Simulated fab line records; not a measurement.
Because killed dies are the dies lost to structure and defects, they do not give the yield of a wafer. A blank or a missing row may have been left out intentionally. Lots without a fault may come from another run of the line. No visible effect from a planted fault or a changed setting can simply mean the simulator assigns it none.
2 desks looking at one fault | flow gf180mcu | what lay behind the numbers comes last; until then each desk has only its own

FOR THE TOOL OWNER'S DESK: krf scanner-01
The tool's own readings at GF_CONTACT_EXPOSE_11 (exposes mask Contact, target cd 220 nm): means of the sampled wafers that have a number, for each lot that ran on this tool. If a lot's mean is further than 4 standard deviations from the usual mean, the lot is out of limits and carries the mark OUT (the distance appears in the brackets).
Columns: A = exposure dose mJ cm2 at GF_CONTACT_EXPOSE_11, usual 37.97; B = focus offset nm at GF_CONTACT_EXPOSE_11, usual 0.1 nm
lot  | first seen here | A     | B
L870 | day 15 15:28    | 37.97 | -0.1
L872 | day 16 13:33    | 37.96 | -0.2
L877 | day 18 05:07    | 37.97 | 0.8
L881 | day 19 18:43    | 37.95 | 0.2
L887 | day 21 23:36    | 37.97 | -0.6
L888 | day 22 07:40    | 37.90 | 0.2
L889 | day 22 12:55    | 37.93 | -0.2
L890 | day 22 22:25    | 37.93 | -0.5
L893 | day 24 01:30    | 37.92 | 0.7
Result from this desk: across the 9 lots, nothing is out of limits.

THE METROLOGY DESK
Means of the sampled wafers that have a number, per lot and without regard to the tool the lot ran on: this is what the gauges read. If a lot's mean is further than 4 standard deviations from the usual mean, the lot is out of limits and carries the mark OUT (the distance appears in the brackets).
Columns: A = V2_BOW at GF_V2_BOW_MEAS_05, usual 97 um; B = cd nm at GF_M3_CD_MEAS_14, usual 280.2 nm
lot  | first seen here | A   | B
L870 | day 19 06:33    | 105 | 279.5
L872 | day 20 06:22    | 99  | 279.8
L873 | day 20 16:55    | 103 | 280.1
L877 | day 22 00:09    | 82  | 281.6
L881 | day 23 11:58    | 104 | 280.6
L882 | day 23 15:23    | 85  | 280.2
L887 | day 25 13:50    | 95  | 278.8
L888 | day 25 18:27    | 104 | 280.5
L889 | day 26 00:35    | 105 | 278.2
L890 | day 26 08:35    | 103 | 280.4
L891 | day 26 13:41    | 95  | 281.1
L893 | day 27 08:21    | 103 | 281.8
Result from this desk: across the 12 lots, nothing is out of limits.

BROUGHT TOGETHER
The tool owner's desk saw nothing out of limits.
Nothing out of limits was seen by the metrology desk.

WHAT HAD BEEN PUT IN BY THE SIMULATOR
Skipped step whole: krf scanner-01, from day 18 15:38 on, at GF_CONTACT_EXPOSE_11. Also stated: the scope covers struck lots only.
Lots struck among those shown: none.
